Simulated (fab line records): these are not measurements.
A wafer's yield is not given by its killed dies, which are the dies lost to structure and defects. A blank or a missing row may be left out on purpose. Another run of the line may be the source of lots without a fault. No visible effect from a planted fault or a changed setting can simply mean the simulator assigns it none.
Which of the tools did it? ; flow gf180mcu ; 36 wafers from 12 lots sampled at 3 of the route's 602 steps

== WHAT EACH GAUGE READ, for each wafer ==
GF_NWELL_TW_MEAS_11.
lot;measured;on;NWELL_TW
L730;day 3 21:36;film metro-04;1573 1570 1572
L733;day 4 12:31;film metro-01;1551 1547 1551
L734;day 4 16:49;film metro-01;1548 1551 1553
L736;day 5 02:04;film metro-04;1579 1580 1572
L737;day 5 10:21;film metro-03;1582 1579 1584
L738;day 5 15:32;film metro-04;1576 1576 1562
L741;day 6 07:32;film metro-03;1578 1594 1582
L747;day 7 18:35;film metro-01;1489 1484 1485
L748;day 7 20:11;film metro-01;1475 1480 1476
L749;day 8 00:58;film metro-04;1577 1586 1585
L750;day 8 08:06;film metro-04;1588 1583 1579
L751;day 8 13:50;film metro-01;1581 1582 1584

GF_VT_IMPLANT_RS_MEAS_47: measurement is done with a four-point probe.
lot;measured;on;NWELL_RS (ohm/sq)
L730;day 8 05:13;film metro-04;487.6 487.5 488.2
L733;day 9 00:13;film metro-03;486.9 485.9 487.1
L734;day 9 05:30;film metro-03;488.2 487.8 487.9
L736;day 9 16:55;film metro-03;487.4 488.6 489.4
L737;day 10 03:05;film metro-01;488.2 487.9 488.9
L738;day 10 09:50;film metro-03;488.2 487.5 488.0
L741;day 11 03:58;film metro-04;486.5 487.8 487.3
L747;day 13 01:35;film metro-03;554.6 553.3 556.1
L748;day 13 02:05;film metro-01;559.6 558.8 559.4
L749;day 13 08:26;film metro-01;485.9 485.5 486.8
L750;day 13 17:30;film metro-01;490.6 491.1 488.6
L751;day 14 00:13;film metro-03;488.3 487.8 486.1

== WHAT TOOL EACH LOT RAN ON (gives the tool, then ch and the chambers of the sampled wafers, and finally the start) ==
lot;GF_NWELL_IMPLANT_08
L730;implanter-04 ch 0, day 3 21:12
L733;implanter-01 ch 0, day 4 12:09
L734;implanter-04 ch 0, day 4 16:26
L736;implanter-04 ch 0, day 5 01:41
L737;implanter-04 ch 0, day 5 09:57
L738;implanter-04 ch 0, day 5 15:08
L741;implanter-01 ch 0, day 6 07:08
L747;implanter-04 ch 0, day 7 18:11
L748;implanter-04 ch 0, day 7 19:47
L749;implanter-01 ch 0, day 8 00:37
L750;implanter-01 ch 0, day 8 07:43
L751;implanter-01 ch 0, day 8 13:26
- GF_NWELL_IMPLANT_08

== WHAT THE TOOLS THEMSELVES READ (means of the sampled wafers that have a number; where no wafer has one, the mark that the record gives instead) ==
GF_NWELL_IMPLANT_08.
lot;tool;beam on s (s);faraday current uA
L730;implanter-04;10.08;84.2
L733;implanter-01;10.02;84.3
L734;implanter-04;9.94;85.1
L736;implanter-04;10.29;82.2
L737;implanter-04;10.10;83.9
L738;implanter-04;9.83;85.8
L741;implanter-01;10.01;84.8
L747;implanter-04;7.77;109.2
L748;implanter-04;7.73;109.3
L749;implanter-01;10.14;83.2
L750;implanter-01;9.98;84.6
L751;implanter-01;10.12;83.6

== THE ANSWER, worked out from the rows above alone ==
Rule: what is usual is taken from the lots themselves. Put in order of their means at a reading, lots are off if they are a third of the lots or fewer, leave a main group of 4 or more, and stand apart from it by a gap of 3 or more times the standard deviation of the main group's means; of several such gaps the widest counts. A main group is skipped when, at the precision printed for the reading in the tables above, its means are all equal. A lot without any number at a reading at which 4 lots or more have one is off too. The other lots that the step has rows for count as sound. First the gauges in route order, then the tools' own readings, where a lot's mean is used as printed above. At the first step where some lot is off, the reading lying furthest off is the one used; lots without a number count as furthest.
Off: at GF_NWELL_TW_MEAS_11 (NWELL_TW), L747, L748. For the main group the mean is 1574 and the standard deviation 12.
A tool fits if, at a process step before that reading, it ran every lot that is off, and no sound lot after the first of them. The gauges at GF_NWELL_TW_MEAS_11 aren't tried: what is off there is off at GF_NWELL_IMPLANT_08 too, on other tools, and a gauge's error can't cause that. One fits: implanter-04 at GF_NWELL_IMPLANT_08. A fault onset in the window from L738 (day 5 15:08, its last sound lot) to L747 (day 7 18:11, its first lot off) fits.
The tool's own readings at GF_NWELL_IMPLANT_08 bear it out: on the lots that are off they differ by more than 5 times the standard deviation of the sound lots' means. beam on s reads 7.75 s there against 10.05 s on the sound lots; faraday current uA reads 109.2 there against 84.2 on the sound lots.

== WHAT THE SIMULATOR HAD INSERTED ==
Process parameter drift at GF_NWELL_IMPLANT_08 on implanter-04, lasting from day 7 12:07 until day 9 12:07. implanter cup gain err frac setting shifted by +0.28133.
Struck lots among those shown: L747, L748. The same result came from the rule above.
